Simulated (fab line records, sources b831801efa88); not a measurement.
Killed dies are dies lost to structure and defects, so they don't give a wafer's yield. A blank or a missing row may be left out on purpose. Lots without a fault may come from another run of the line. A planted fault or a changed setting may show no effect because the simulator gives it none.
fab line records | flow sky130
record lots=5 wafers=15 last_day=50
route steps=708 shown PWDE@84 VT_ADJUST_HVTP@85 VT_ADJUST_LVTN@97 VT_ADJUST_NCORE@119
lots that met no fault: from a run of the same line without faults
start_h: hours from the record's first day to the start of the lot's first wafer shown | wait_h: hours since the lot's step before | " the same as in the row above | L1.1+2: a row that stands for several wafers | - no value, or no start given | * or withheld: withheld | < > ~ a bound
route shown NAME@n: a module of which the file shows steps, and the number in the route of the first | usual: mean/standard deviation of fault-free wafers | same: alike in all rows | chamber/n: place in a boat | sites: the reading at each site | _std_site: their standard deviation | _edge_site: outer sites' mean less inner sites' | radius_mm: how far each site lies from the wafer's centre | mask NAME#n: copy n | behind: the tool/chamber that last shaped the wafer | hold: why the lot was held/for how many hours/how that ended | device: the transistor (n, p or np) that didn't switch | end of line: the same wafers' tests at the end of the route | a step without rows: its recipe alone | killed: dies lost to structure and defects at the first sort, not the wafer's yield | map: a wafer's dies, x killed, . not, _ none there
set.NAME: the setting as run; set.NAME@STEP: as run at that earlier step | model.NAME: the simulator's own value behind a step, which no gauge read
lots at some steps of the route; a table a step, a row a wafer
services: from which hour (start_h, from the record's first day; less than 0 if before it) a tool's chamber was out of use, for how many hours, and why
## steps
# step SKY_NWELL_RS_MEAS_31
# recipe thk_meas_gauge=four-point-probe
# usual PWDE_RS=5310/21
# columns lot.wafer tool chamber start_h wait_h PWDE_RS[ohm/sq]
L076.2 film_metro-01 - 117.47 0.1 5299
L076.3 " - " " 5308
L076.6 " - " " 5323
L087.1 film_metro-04 - 189.40 0.1 5294
L087.2 " - " " 5294
L087.5 " - " " 5265
L089.1 film_metro-04 - 198.30 0.1 5312
L089.5 " - " " 5285
L089.6 " - " " 5318
L093.2 film_metro-03 - 224.27 0.1 5323
L093.4 " - " " 5333
L093.5 " - " " 5316
L097.1 film_metro-01 - 247.60 0.1 5326
L097.4 " - " " 5334
L097.6 " - " " 5340
# step SKY_VT_ADJUST_HVTP_DEHYDRATE_00
# recipe temp_c=200 time_s=60
# columns lot.wafer tool chamber start_h wait_h
L076.2+3+6 litho_track-03 0 126.42 8.9
L087.1+2+5 litho_track-01 0 199.71 10.3
L089.1+5+6 litho_track-01 0 208.51 10.2
L093.2+4+5 litho_track-03 0 234.97 10.7
L097.1+4+6 litho_track-02 0 258.90 11.3
# step SKY_VT_ADJUST_HVTP_HMDS_01
# recipe prime_time_s=60 prime_temp_c=120
# columns lot.wafer tool chamber start_h wait_h
L076.2+3+6 litho_track-03 0 126.57 0.1
L087.1+2+5 litho_track-01 0 199.86 0.1
L089.1+5+6 litho_track-01 0 208.66 0.1
L093.2+4+5 litho_track-03 0 235.12 0.1
L097.1+4+6 litho_track-02 0 259.05 0.1
# step SKY_VT_ADJUST_HVTP_COAT_02
# recipe resist=NOVOLAK spin_rpm=3000 resist_thk_nm=1140
# usual dispense_pressure_kPa=51.1/2.9
# columns lot.wafer tool chamber start_h wait_h dispense_pressure_kPa
L076.2 litho_track-03 0 126.72 0.1 53.4
L076.3 " 0 " " 53.5
L076.6 " 0 " " 53.4
L087.1 litho_track-01 0 200.01 0.1 46.7
L087.2 " 0 " " 46.6
L087.5 " 0 " " 46.6
L089.1 litho_track-01 0 208.81 0.1 46.7
L089.5 " 0 " " 46.7
L089.6 " 0 " " 46.6
L093.2 litho_track-03 0 235.27 0.1 53.3
L093.4 " 0 " " 53.4
L093.5 " 0 " " 53.3
L097.1 litho_track-02 0 259.20 0.1 52.0
L097.4 " 0 " " 51.9
L097.6 " 0 " " 52.0
# step SKY_VT_ADJUST_HVTP_SOFTBAKE_03
# recipe temp_c=90 time_s=62.05 resist=NOVOLAK
# usual plate_sensor_t_centre_C=90.758/0.0092 plate_sensor_t_edge_C=90.829/0.011 softbake_temp_c=90.01/0.14
# columns lot.wafer tool chamber start_h wait_h plate_sensor_t_centre_C plate_sensor_t_edge_C softbake_temp_c
L076.2 litho_track-03 0 126.87 0.1 90.763 90.825 89.93
L076.3 " 0 " " 90.756 90.808 89.99
L076.6 " 0 " " 90.748 90.830 89.95
L087.1 litho_track-01 0 200.16 0.1 90.758 90.828 90.06
L087.2 " 0 " " 90.759 90.824 90.06
L087.5 " 0 " " 90.748 90.832 90.04
L089.1 litho_track-01 0 208.96 0.1 90.764 90.810 89.98
L089.5 " 0 " " 90.768 90.824 89.96
L089.6 " 0 " " 90.752 90.832 90.14
L093.2 litho_track-03 0 235.42 0.1 90.746 90.834 90.28
L093.4 " 0 " " 90.774 90.828 90.05
L093.5 " 0 " " 90.765 90.829 90.00
L097.1 litho_track-02 0 259.35 0.1 90.751 90.826 89.85
L097.4 " 0 " " 90.746 90.839 89.95
L097.6 " 0 " " 90.743 90.808 89.93
# step SKY_VT_ADJUST_HVTP_EXPOSE_04
# recipe mask_id=HVTPM na=0.6 source_shape=conventional sigma_outer=0.6 polarization=unpolarized target_cd_nm=380 dose_mj=140
# usual focus_offset_nm=0.0/0.52 reticle_temp_C=23.03/0.11
# same sigma_outer=0.6
# columns lot.wafer tool chamber start_h wait_h mask focus_offset_nm reticle_temp_C
L076.2 iline_stepper-02 0 - - HVTPM#0 1.1 22.94
L076.3 " 0 " " HVTPM#0 0.5 23.04
L076.6 " 0 " " HVTPM#0 0.5 23.10
L087.1 iline_stepper-02 0 - - HVTPM#0 -0.3 22.94
L087.2 " 0 " " HVTPM#0 0.6 22.97
L087.5 " 0 " " HVTPM#0 0.3 23.04
L089.1 iline_stepper-02 0 - - HVTPM#0 -0.6 23.14
L089.5 " 0 " " HVTPM#0 -0.8 23.11
L089.6 " 0 " " HVTPM#0 0.4 23.16
L093.2 iline_stepper-01 0 - - HVTPM#0 -0.9 22.94
L093.4 " 0 " " HVTPM#0 -0.4 22.97
L093.5 " 0 " " HVTPM#0 0.4 23.03
L097.1 iline_stepper-02 0 - - HVTPM#0 0.5 22.79
L097.4 " 0 " " HVTPM#0 -0.3 22.94
L097.6 " 0 " " HVTPM#0 0.1 22.83
# step SKY_VT_ADJUST_HVTP_PEB_05
# recipe temp_c=withheld time_s=* resist=NOVOLAK
# columns lot.wafer tool chamber start_h wait_h
L076.2+3+6 litho_track-01 0 - -
L087.1+2+5 litho_track-02 0 - -
L089.1+5+6 litho_track-01 0 - -
L093.2+4+5 litho_track-01 0 - -
L097.1+4+6 litho_track-03 0 - -
# step SKY_VT_ADJUST_HVTP_DEVELOP_06
# recipe resist=NOVOLAK developer=TMAH develop_time_s=60 dev_temp_c=23
# same develop_time_s=60
# columns lot.wafer tool chamber start_h wait_h
L076.2+3+6 litho_track-01 0 135.74 0.1
L087.1+2+5 litho_track-02 0 211.15 0.1
L089.1+5+6 litho_track-01 0 219.91 0.1
L093.2+4+5 litho_track-01 0 247.04 0.1
L097.1+4+6 litho_track-03 0 271.24 0.1
# step SKY_VT_ADJUST_HVTP_CD_MEAS_07
# recipe target_cd_nm=380
# usual cd_nm=379.7/2.3
# columns lot.wafer tool chamber start_h wait_h cd_nm
L076.2 cd_sem-02 - 135.88 0.1 376.9
L076.3 " - " " 377.0
L076.6 " - " " 375.9
L087.1 cd_sem-02 - 211.30 0.1 379.5
L087.2 " - " " 377.2
L087.5 " - " " 376.7
L089.1 cd_sem-02 - 220.06 0.1 381.4
L089.5 " - " " 379.0
L089.6 " - " " 379.1
L093.2 cd_sem-02 - 247.18 0.1 380.8
L093.4 " - " " 382.0
L093.5 " - " " 381.5
L097.1 cd_sem-01 - 271.39 0.1 378.6
L097.4 " - " " 378.8
L097.6 " - " " 376.9
# step SKY_VT_ADJUST_HVTP_OVL_MEAS_08
# usual VT_ADJUST_HVTP_OVL=-0.8/1.3
# columns lot.wafer tool chamber start_h wait_h VT_ADJUST_HVTP_OVL[nm]
L076.2 overlay-02 - 135.99 0.1 -2.5
L076.3 " - " " -2.0
L076.6 " - " " -2.3
L087.1 overlay-01 - 211.42 0.1 -3.3
L087.2 " - " " -3.4
L087.5 " - " " -1.6
L089.1 overlay-02 - 220.18 0.1 0.0
L089.5 " - " " 0.3
L089.6 " - " " 0.3
L093.2 overlay-01 - 247.29 0.1 -0.8
L093.4 " - " " -0.9
L093.5 " - " " -1.2
L097.1 overlay-01 - 271.51 0.1 -0.9
L097.4 " - " " -1.5
L097.6 " - " " -3.4
# step SKY_VT_ADJUST_HVTP_IMPLANT_09
# recipe species=As energy_kev=150 dose_cm2=4.3e+12 tilt_deg=withheld
# columns lot.wafer tool chamber start_h wait_h
L076.2+3+6 implanter-02 0 136.04 0.0
L087.1+2+5 implanter-04 0 211.46 0.0
L089.1+5+6 implanter-04 0 220.22 0.0
L093.2+4+5 implanter-02 0 247.34 0.0
L097.1+4+6 implanter-03 0 271.55 0.0
# step SKY_VT_ADJUST_HVTP_STRIP_10
# recipe chemistry=O2/N2 power_w=1400 pressure_mtorr=1500 platen_temp_c=withheld o2_flow_sccm=3000 n2_flow_sccm=300 overash_fraction=0.5
# usual chamber_pressure_mTorr=1500.0/1.3 drypump_motor_current_A=5.8/0.54 oes_product_au=0.716/0.0043 strip_time_to_endpoint_s=14.17/0.042
# columns lot.wafer tool chamber start_h wait_h chamber_pressure_mTorr drypump_motor_current_A oes_product_au rf_hours_counter_h strip_time_to_endpoint_s
L076.2 plasma_asher-04 0 136.17 0.1 1499.3 6.4 0.718 27 14.14
L076.3 " 1 " " 1500.2 6.2 0.712 - 14.14
L076.6 " 0 " " 1500.6 6.4 0.714 - 14.13
L087.1 plasma_asher-03 1 211.61 0.1 1501.5 5.8 0.716 53 14.14
L087.2 " 0 " " 1498.9 5.5 0.706 53 14.12
L087.5 " 0 " " 1497.9 5.5 0.722 - 14.15
L089.1 plasma_asher-02 0 220.37 0.1 1498.5 6.1 0.709 56 14.19
L089.5 " 0 " " 1500.5 6.1 0.720 - 14.24
L089.6 " 1 " " 1496.7 4.7 0.719 - 14.18
L093.2 plasma_asher-03 0 247.47 0.1 1502.0 5.5 0.712 56 14.22
L093.4 " 0 " " 1498.8 5.5 0.711 - 14.22
L093.5 " 1 " " 1500.4 5.8 0.715 - 14.17
L097.1 plasma_asher-02 0 271.70 0.1 1499.6 6.1 0.712 62 14.14
L097.4 " 0 " " 1499.6 6.1 0.709 - 14.12
L097.6 " 0 " " 1500.8 6.1 0.717 - 14.12
# step SKY_VT_ADJUST_HVTP_TW_MEAS_11
# usual VT_ADJUST_HVTP_TW=1361/13
# columns lot.wafer tool chamber start_h wait_h VT_ADJUST_HVTP_TW
L076.2 film_metro-04 - 136.28 0.1 1354
L076.3 " - " " 1347
L076.6 " - " " 1348
L087.1 film_metro-01 - 211.71 0.1 1373
L087.2 " - " " 1372
L087.5 " - " " 1372
L089.1 film_metro-01 - 220.47 0.1 1371
L089.5 " - " " 1366
L089.6 " - " " 1370
L093.2 film_metro-04 - 247.58 0.1 1370
L093.4 " - " " 1361
L093.5 " - " " 1365
L097.1 film_metro-01 - 271.80 0.1 1370
L097.4 " - " " 1372
L097.6 " - " " 1371
# step SKY_VT_ADJUST_LVTN_DEHYDRATE_00
# recipe temp_c=200 time_s=60
# columns lot.wafer tool chamber start_h wait_h
L076.2+3+6 litho_track-03 0 145.62 9.3
L087.1+2+5 litho_track-02 0 222.75 11.0
L089.1+5+6 litho_track-02 0 230.20 9.7
L093.2+4+5 litho_track-03 0 258.47 10.9
L097.1+4+6 litho_track-04 0 283.23 11.4
# step SKY_VT_ADJUST_LVTN_HMDS_01
# recipe prime_time_s=60 prime_temp_c=120
# columns lot.wafer tool chamber start_h wait_h
L076.2+3+6 litho_track-03 0 145.77 0.1
L087.1+2+5 litho_track-02 0 222.90 0.1
L089.1+5+6 litho_track-02 0 230.35 0.1
L093.2+4+5 litho_track-03 0 258.62 0.1
L097.1+4+6 litho_track-04 0 283.38 0.1
# step SKY_VT_ADJUST_LVTN_COAT_02
# recipe spin_rpm=2000 resist_thk_nm=3000
# usual dispense_pressure_kPa=52.8/0.58
# columns lot.wafer tool chamber start_h wait_h dispense_pressure_kPa
L076.2 litho_track-03 0 145.92 0.1 53.4
L076.3 " 0 " " 53.5
L076.6 " 0 " " 53.5
L087.1 litho_track-02 0 223.05 0.1 52.1
L087.2 " 0 " " 52.1
L087.5 " 0 " " 52.1
L089.1 litho_track-02 0 230.50 0.1 52.1
L089.5 " 0 " " 52.1
L089.6 " 0 " " 52.1
L093.2 litho_track-03 0 258.77 0.1 53.5
L093.4 " 0 " " 53.5
L093.5 " 0 " " 53.5
L097.1 litho_track-04 0 283.53 0.1 52.9
L097.4 " 0 " " 52.9
L097.6 " 0 " " 52.9
# step SKY_VT_ADJUST_LVTN_SOFTBAKE_03
# recipe temp_c=110 time_s=withheld
# columns lot.wafer tool chamber start_h wait_h
L076.2+3+6 litho_track-03 0 146.08 0.1
L087.1+2+5 litho_track-02 0 223.20 0.1
L089.1+5+6 litho_track-02 0 230.65 0.1
L093.2+4+5 litho_track-03 0 258.93 0.1
L097.1+4+6 litho_track-04 0 283.68 0.1
# step SKY_VT_ADJUST_LVTN_EXPOSE_04
# recipe mask_id=NWM_COMPLEMENT_LESS_NATIVE na=0.6 source_shape=conventional sigma_outer=0.6 polarization=unpolarized target_cd_nm=840 dose_mj=194
# usual focus_offset_nm=0.0/0.6 reticle_temp_C=22.98/0.11
# same sigma_outer=0.6
# columns lot.wafer tool chamber start_h wait_h mask focus_offset_nm reticle_temp_C
L076.2 iline_stepper-01 0 - - NWM_COMPLEMENT_LESS_NATIVE#0 -0.1 22.99
L076.3 " 0 " " NWM_COMPLEMENT_LESS_NATIVE#0 0.4 22.97
L076.6 " 0 " " NWM_COMPLEMENT_LESS_NATIVE#0 1.2 22.88
L087.1 iline_stepper-01 0 - - NWM_COMPLEMENT_LESS_NATIVE#0 0.7 22.93
L087.2 " 0 " " NWM_COMPLEMENT_LESS_NATIVE#0 0.5 23.07
L087.5 " 0 " " NWM_COMPLEMENT_LESS_NATIVE#0 -0.3 22.86
L089.1 iline_stepper-01 0 - - NWM_COMPLEMENT_LESS_NATIVE#0 0.7 22.94
L089.5 " 0 " " NWM_COMPLEMENT_LESS_NATIVE#0 0.7 23.04
L089.6 " 0 " " NWM_COMPLEMENT_LESS_NATIVE#0 0.6 23.10
L093.2 iline_stepper-01 0 - - NWM_COMPLEMENT_LESS_NATIVE#0 0.3 22.75
L093.4 " 0 " " NWM_COMPLEMENT_LESS_NATIVE#0 0.2 22.97
L093.5 " 0 " " NWM_COMPLEMENT_LESS_NATIVE#0 -0.1 23.05
L097.1 iline_stepper-01 0 - - NWM_COMPLEMENT_LESS_NATIVE#0 -1.4 22.83
L097.4 " 0 " " NWM_COMPLEMENT_LESS_NATIVE#0 -0.3 22.82
L097.6 " 0 " " NWM_COMPLEMENT_LESS_NATIVE#0 0.1 23.00
# step SKY_VT_ADJUST_LVTN_PEB_05
# recipe temp_c=115 time_s=withheld
# columns lot.wafer tool chamber start_h wait_h
L076.2+3+6 litho_track-03 0 - -
L087.1+2+5 litho_track-02 0 - -
L089.1+5+6 litho_track-03 0 - -
L093.2+4+5 litho_track-04 0 - -
L097.1+4+6 litho_track-03 0 - -
# step SKY_VT_ADJUST_LVTN_DEVELOP_06
# recipe wall_angle_deg=90 developer=TMAH develop_time_s=60 dev_temp_c=23
# same develop_time_s=60
# columns lot.wafer tool chamber start_h wait_h
L076.2+3+6 litho_track-03 0 - -
L087.1+2+5 litho_track-02 0 - -
L089.1+5+6 litho_track-03 0 - -
L093.2+4+5 litho_track-04 0 - -
L097.1+4+6 litho_track-03 0 - -
# step SKY_VT_ADJUST_LVTN_OVL_MEAS_07
# usual VT_ADJUST_LVTN_OVL=-1.3/1.3
# columns lot.wafer tool chamber start_h wait_h VT_ADJUST_LVTN_OVL[nm]
L076.2 overlay-02 - 155.90 - -4.5
L076.3 " - " " -3.5
L076.6 " - " " -2.1
L087.1 overlay-02 - 234.50 - 0.1
L087.2 " - " " -0.2
L087.5 " - " " -0.1
L089.1 overlay-02 - 242.75 - -1.5
L089.5 " - " " -1.6
L089.6 " - " " -1.8
L093.2 overlay-01 - 271.33 - -1.8
L093.4 " - " " -1.9
L093.5 " - " " 0.8
L097.1 overlay-01 - 296.74 - -0.1
L097.4 " - " " -0.3
L097.6 " - " " 0.6
# step SKY_VT_ADJUST_LVTN_IMPLANT_08
# recipe species=B energy_kev=29.72 dose_cm2=1.57e+12 tilt_deg=withheld
# columns lot.wafer tool chamber start_h wait_h
L076.2+3+6 implanter-04 0 155.96 0.0
L087.1+2+5 implanter-01 0 234.54 0.0
L089.1+5+6 implanter-03 0 242.78 0.0
L093.2+4+5 implanter-03 0 271.39 0.0
L097.1+4+6 implanter-03 0 296.78 0.0
# step SKY_VT_ADJUST_LVTN_STRIP_09
# recipe chemistry=O2/N2 power_w=1400 pressure_mtorr=1500 platen_temp_c=withheld o2_flow_sccm=3000 n2_flow_sccm=300 overash_fraction=0.5
# usual chamber_pressure_mTorr=1500.1/1.2 drypump_motor_current_A=5.8/0.69 oes_product_au=0.722/0.0044 strip_time_to_endpoint_s=36.94/0.11
# columns lot.wafer tool chamber start_h wait_h chamber_pressure_mTorr drypump_motor_current_A oes_product_au rf_hours_counter_h strip_time_to_endpoint_s
L076.2 plasma_asher-04 1 156.08 0.1 1500.6 6.2 0.726 29 37.01
L076.3 " 1 " " 1500.1 6.2 0.723 - 37.00
L076.6 " 0 " " 1497.6 6.4 0.726 - 37.04
L087.1 plasma_asher-02 0 234.69 0.1 1501.0 6.1 0.718 58 36.81
L087.2 " 1 " " 1497.4 4.8 0.727 58 36.88
L087.5 " 0 " " 1500.6 6.1 0.721 - 36.83
L089.1 plasma_asher-01 1 242.93 0.1 1500.9 5.0 0.730 13 37.01
L089.5 " 1 " " 1501.5 5.0 0.721 - 36.87
L089.6 " 0 " " 1502.6 6.5 0.722 - 36.97
L093.2 plasma_asher-04 0 271.51 0.1 1499.3 6.4 0.723 39 37.12
L093.4 " 0 " " 1499.9 6.4 0.721 - 37.09
L093.5 " 0 " " 1499.3 6.4 0.732 - 37.29
L097.1 plasma_asher-04 1 296.93 0.1 1501.0 6.2 0.723 41 36.89
L097.4 " 1 " " 1501.3 6.2 0.724 - 36.86
L097.6 " 1 " " 1500.6 6.2 0.725 - 36.84
# step SKY_VT_ADJUST_LVTN_TW_MEAS_10
# usual VT_ADJUST_LVTN_TW=239.7/2.1
# columns lot.wafer tool chamber start_h wait_h VT_ADJUST_LVTN_TW
L076.2 film_metro-03 - 156.19 0.1 237.9
L076.3 " - " " 237.9
L076.6 " - " " 237.5
L087.1 film_metro-02 - 234.79 0.1 238.3
L087.2 " - " " 237.9
L087.5 " - " " 237.6
L089.1 film_metro-04 - 243.03 0.1 244.2
L089.5 " - " " 242.5
L089.6 " - " " 244.0
L093.2 film_metro-02 - 271.62 0.1 239.5
L093.4 " - " " 238.4
L093.5 " - " " 238.5
L097.1 film_metro-02 - 297.03 0.1 238.7
L097.4 " - " " 238.2
L097.6 " - " " 238.7
# step SKY_VT_ADJUST_LVTN_DEHYDRATE_11
# recipe temp_c=200 time_s=60
# columns lot.wafer tool chamber start_h wait_h
L076.2+3+6 litho_track-02 0 165.68 9.5
L087.1+2+5 litho_track-02 0 246.00 11.2
L089.1+5+6 litho_track-03 0 253.64 10.6
L093.2+4+5 litho_track-03 0 282.97 11.3
L097.1+4+6 litho_track-02 0 308.45 11.4
# step SKY_VT_ADJUST_LVTN_HMDS_12
# recipe prime_time_s=60 prime_temp_c=120
# columns lot.wafer tool chamber start_h wait_h
L076.2+3+6 litho_track-02 0 165.83 0.1
L087.1+2+5 litho_track-02 0 246.15 0.1
L089.1+5+6 litho_track-03 0 253.79 0.1
L093.2+4+5 litho_track-03 0 283.12 0.1
L097.1+4+6 litho_track-02 0 308.60 0.1
# step SKY_VT_ADJUST_LVTN_COAT_13
# recipe resist=NOVOLAK spin_rpm=3000 resist_thk_nm=1140
# usual dispense_pressure_kPa=52.7/0.63
# columns lot.wafer tool chamber start_h wait_h dispense_pressure_kPa
L076.2 litho_track-02 0 165.98 0.1 52.0
L076.3 " 0 " " 52.0
L076.6 " 0 " " 52.0
L087.1 litho_track-02 0 246.30 0.1 51.9
L087.2 " 0 " " 52.0
L087.5 " 0 " " 52.0
L089.1 litho_track-03 0 253.94 0.1 53.4
L089.5 " 0 " " 53.5
L089.6 " 0 " " 53.5
L093.2 litho_track-03 0 283.27 0.1 53.4
L093.4 " 0 " " 53.5
L093.5 " 0 " " 53.4
L097.1 litho_track-02 0 308.75 0.1 52.0
L097.4 " 0 " " 52.0
L097.6 " 0 " " 52.0
# step SKY_VT_ADJUST_LVTN_SOFTBAKE_14
# recipe temp_c=90 time_s=60 resist=NOVOLAK
# columns lot.wafer tool chamber start_h wait_h
L076.2+3+6 litho_track-02 0 166.13 0.1
L087.1+2+5 litho_track-02 0 246.45 0.1
L089.1+5+6 litho_track-03 0 254.09 0.1
L093.2+4+5 litho_track-03 0 283.42 0.1
L097.1+4+6 litho_track-02 0 308.90 0.1
# step SKY_VT_ADJUST_LVTN_EXPOSE_15
# recipe mask_id=HVN_STD_DERIVED na=0.6 source_shape=conventional sigma_outer=0.6 polarization=unpolarized target_cd_nm=600 dose_mj=163
# usual focus_offset_nm=0.1/0.52 reticle_temp_C=22.99/0.1
# same sigma_outer=0.6
# columns lot.wafer tool chamber start_h wait_h mask focus_offset_nm reticle_temp_C
L076.2 iline_stepper-01 0 - - HVN_STD_DERIVED#0 0.0 22.96
L076.3 " 0 " " HVN_STD_DERIVED#0 0.0 22.90
L076.6 " 0 " " HVN_STD_DERIVED#0 0.6 23.13
L087.1 iline_stepper-02 0 - - HVN_STD_DERIVED#0 0.0 22.88
L087.2 " 0 " " HVN_STD_DERIVED#0 0.5 22.91
L087.5 " 0 " " HVN_STD_DERIVED#0 0.3 22.98
L089.1 iline_stepper-01 0 - - HVN_STD_DERIVED#0 -0.1 23.10
L089.5 " 0 " " HVN_STD_DERIVED#0 0.0 22.92
L089.6 " 0 " " HVN_STD_DERIVED#0 0.6 23.03
L093.2 iline_stepper-01 0 - - HVN_STD_DERIVED#0 -0.2 22.93
L093.4 " 0 " " HVN_STD_DERIVED#0 0.0 22.87
L093.5 " 0 " " HVN_STD_DERIVED#0 -0.5 23.07
L097.1 iline_stepper-02 0 - - HVN_STD_DERIVED#0 0.1 22.80
L097.4 " 0 " " HVN_STD_DERIVED#0 0.6 22.91
L097.6 " 0 " " HVN_STD_DERIVED#0 0.0 22.94
# step SKY_VT_ADJUST_LVTN_PEB_16
# recipe temp_c=withheld time_s=* resist=NOVOLAK
# columns lot.wafer tool chamber start_h wait_h
L076.2+3+6 litho_track-04 0 - -
L087.1+2+5 litho_track-03 0 - -
L089.1+5+6 litho_track-02 0 - -
L093.2+4+5 litho_track-03 0 - -
L097.1+4+6 litho_track-04 0 - -
# step SKY_VT_ADJUST_LVTN_DEVELOP_17
# recipe resist=NOVOLAK developer=TMAH develop_time_s=60 dev_temp_c=23
# same develop_time_s=60
# columns lot.wafer tool chamber start_h wait_h
L076.2+3+6 litho_track-04 0 176.10 0.1
L087.1+2+5 litho_track-03 0 257.94 0.1
L089.1+5+6 litho_track-02 0 265.60 0.1
L093.2+4+5 litho_track-03 0 296.27 0.1
L097.1+4+6 litho_track-04 0 322.03 0.1
# step SKY_VT_ADJUST_LVTN_OVL_MEAS_18
# usual VT_ADJUST_LVTN_01_OVL=-1.2/1.4
# columns lot.wafer tool chamber start_h wait_h VT_ADJUST_LVTN_01_OVL[nm]
L076.2 overlay-01 - 176.23 0.1 -1.0
L076.3 " - " " 0.8
L076.6 " - " " -0.4
L087.1 overlay-01 - 258.09 0.1 -4.4
L087.2 " - " " -2.9
L087.5 " - " " -4.7
L089.1 overlay-02 - 265.75 0.1 -0.7
L089.5 " - " " -0.3
L089.6 " - " " 0.1
L093.2 overlay-02 - 296.40 0.1 -0.4
L093.4 " - " " 0.0
L093.5 " - " " -0.4
L097.1 overlay-01 - 322.18 0.1 -1.2
L097.4 " - " " -2.5
L097.6 " - " " -3.0
# step SKY_VT_ADJUST_LVTN_IMPLANT_19
# recipe species=B energy_kev=30 dose_cm2=6.5e+11 tilt_deg=withheld
# columns lot.wafer tool chamber start_h wait_h
L076.2+3+6 implanter-01 0 176.29 0.0
L087.1+2+5 implanter-04 0 258.13 0.0
L089.1+5+6 implanter-03 0 265.79 0.0
L093.2+4+5 implanter-03 0 296.46 0.0
L097.1+4+6 implanter-03 0 322.21 0.0
# step SKY_VT_ADJUST_LVTN_STRIP_20
# recipe chemistry=O2/N2 power_w=1400 pressure_mtorr=1500 platen_temp_c=withheld o2_flow_sccm=3000 n2_flow_sccm=300 overash_fraction=0.5
# usual chamber_pressure_mTorr=1500.1/1.4 drypump_motor_current_A=5.8/0.7 oes_product_au=0.716/0.0042 strip_time_to_endpoint_s=14.17/0.044
# columns lot.wafer tool chamber start_h wait_h chamber_pressure_mTorr drypump_motor_current_A oes_product_au rf_hours_counter_h strip_time_to_endpoint_s
L076.2 plasma_asher-04 0 176.41 0.1 1503.3 6.4 0.719 31 14.19
L076.3 " 0 " " 1501.4 6.4 0.720 - 14.19
L076.6 " 1 " " 1501.1 6.2 0.713 - 14.20
L087.1 plasma_asher-04 1 258.28 0.1 1503.1 6.2 0.714 38 14.14
L087.2 " 0 " " 1501.0 6.4 0.724 38 14.16
L087.5 " 0 " " 1499.6 6.4 0.716 - 14.15
L089.1 plasma_asher-02 1 265.94 0.1 1501.5 4.8 0.721 61 14.22
L089.5 " 0 " " 1499.5 6.1 0.718 - 14.20
L089.6 " 1 " " 1500.3 4.8 0.714 - 14.21
L093.2 plasma_asher-02 1 296.58 0.1 1501.2 4.8 0.720 64 14.24
L093.4 " 1 " " 1501.5 4.8 0.724 - 14.22
L093.5 " 0 " " 1498.1 6.1 0.717 - 14.26
L097.1 plasma_asher-01 0 322.36 0.1 1500.3 6.5 0.718 21 14.16
L097.4 " 0 " " 1500.2 6.5 0.704 - 14.18
L097.6 " 1 " " 1499.2 5.1 0.717 - 14.16
# step SKY_VT_ADJUST_LVTN_TW_MEAS_21
# usual VT_ADJUST_LVTN_2_TW=187.0/1.6
# columns lot.wafer tool chamber start_h wait_h VT_ADJUST_LVTN_2_TW
L076.2 film_metro-03 - 176.52 0.1 186.2
L076.3 " - " " 185.7
L076.6 " - " " 186.1
L087.1 film_metro-03 - 258.38 0.1 186.2
L087.2 " - " " 184.1
L087.5 " - " " 185.4
L089.1 film_metro-02 - 266.04 0.1 186.2
L089.5 " - " " 186.1
L089.6 " - " " 186.3
L093.2 film_metro-03 - 296.69 0.1 184.5
L093.4 " - " " 184.2
L093.5 " - " " 184.7
L097.1 film_metro-04 - 322.46 0.1 189.5
L097.4 " - " " 188.2
L097.6 " - " " 189.3
# step SKY_VT_ADJUST_NCORE_DEHYDRATE_00
# recipe temp_c=200 time_s=60
# columns lot.wafer tool chamber start_h wait_h
L076.2+3+6 litho_track-01 0 186.29 9.8
L087.1+2+5 litho_track-04 0 270.38 12.0
L089.1+5+6 litho_track-03 0 277.59 11.5
L093.2+4+5 litho_track-01 0 307.94 11.2
L097.1+4+6 litho_track-03 0 333.54 11.1
# step SKY_VT_ADJUST_NCORE_HMDS_01
# recipe prime_time_s=60 prime_temp_c=120
# columns lot.wafer tool chamber start_h wait_h
L076.2+3+6 litho_track-01 0 186.44 0.1
L087.1+2+5 litho_track-04 0 270.53 0.1
L089.1+5+6 litho_track-03 0 277.74 0.1
L093.2+4+5 litho_track-01 0 308.09 0.1
L097.1+4+6 litho_track-03 0 333.69 0.1
# step SKY_VT_ADJUST_NCORE_COAT_02
# recipe resist=NOVOLAK spin_rpm=3000 resist_thk_nm=1140
# usual dispense_pressure_kPa=50/3.2
# columns lot.wafer tool chamber start_h wait_h dispense_pressure_kPa
L076.2 litho_track-01 0 186.59 0.1 47
L076.3 " 0 " " 47
L076.6 " 0 " " 47
L087.1 litho_track-04 0 270.68 0.1 53
L087.2 " 0 " " 53
L087.5 " 0 " " 53
L089.1 litho_track-03 0 277.89 0.1 53
L089.5 " 0 " " 53
L089.6 " 0 " " 53
L093.2 litho_track-01 0 308.24 0.1 47
L093.4 " 0 " " 47
L093.5 " 0 " " 47
L097.1 litho_track-03 0 333.84 0.1 53
L097.4 " 0 " " 53
L097.6 " 0 " " 53
# step SKY_VT_ADJUST_NCORE_SOFTBAKE_03
# recipe temp_c=90 time_s=60 resist=NOVOLAK
# columns lot.wafer tool chamber start_h wait_h
L076.2+3+6 litho_track-01 0 186.74 0.1
L087.1+2+5 litho_track-04 0 270.83 0.1
L089.1+5+6 litho_track-03 0 278.04 0.1
L093.2+4+5 litho_track-01 0 308.39 0.1
L097.1+4+6 litho_track-03 0 333.99 0.1
## services
# columns tool chamber start_h hours kind
plasma_asher-01 - 108.75 9.0 pm
plasma_asher-01 0 108.75 9.0 vent_cycle
plasma_asher-01 - 111.70 0.6 repair
implanter-04 - 126.91 5.9 repair
plasma_asher-02 - 127.18 10.7 repair
iline_stepper-02 - 128.00 3.7 repair
plasma_asher-03 - 129.48 10.0 repair
iline_stepper-02 0 140.87 - calibration
iline_stepper-01 - 156.48 1.7 pm
implanter-04 - 170.92 1.7 repair
implanter-04 - 184.43 3.5 repair
iline_stepper-01 - 186.61 2.1 pm
iline_stepper-01 - 188.70 - consumable_replace:lamp
plasma_asher-04 - 213.94 14.6 pm
iline_stepper-02 - 242.25 1.7 pm
implanter-02 - 248.56 3.0 pm
iline_stepper-01 0 259.10 - calibration
implanter-02 - 265.03 1.5 repair
implanter-02 - 268.63 1.9 repair
implanter-02 - 268.76 3.8 repair
implanter-04 - 269.93 20.3 pm
iline_stepper-01 - 275.51 1.7 repair
plasma_asher-04 - 307.60 28.1 pm
iline_stepper-01 - 315.59 6.8 repair
## key
fault none
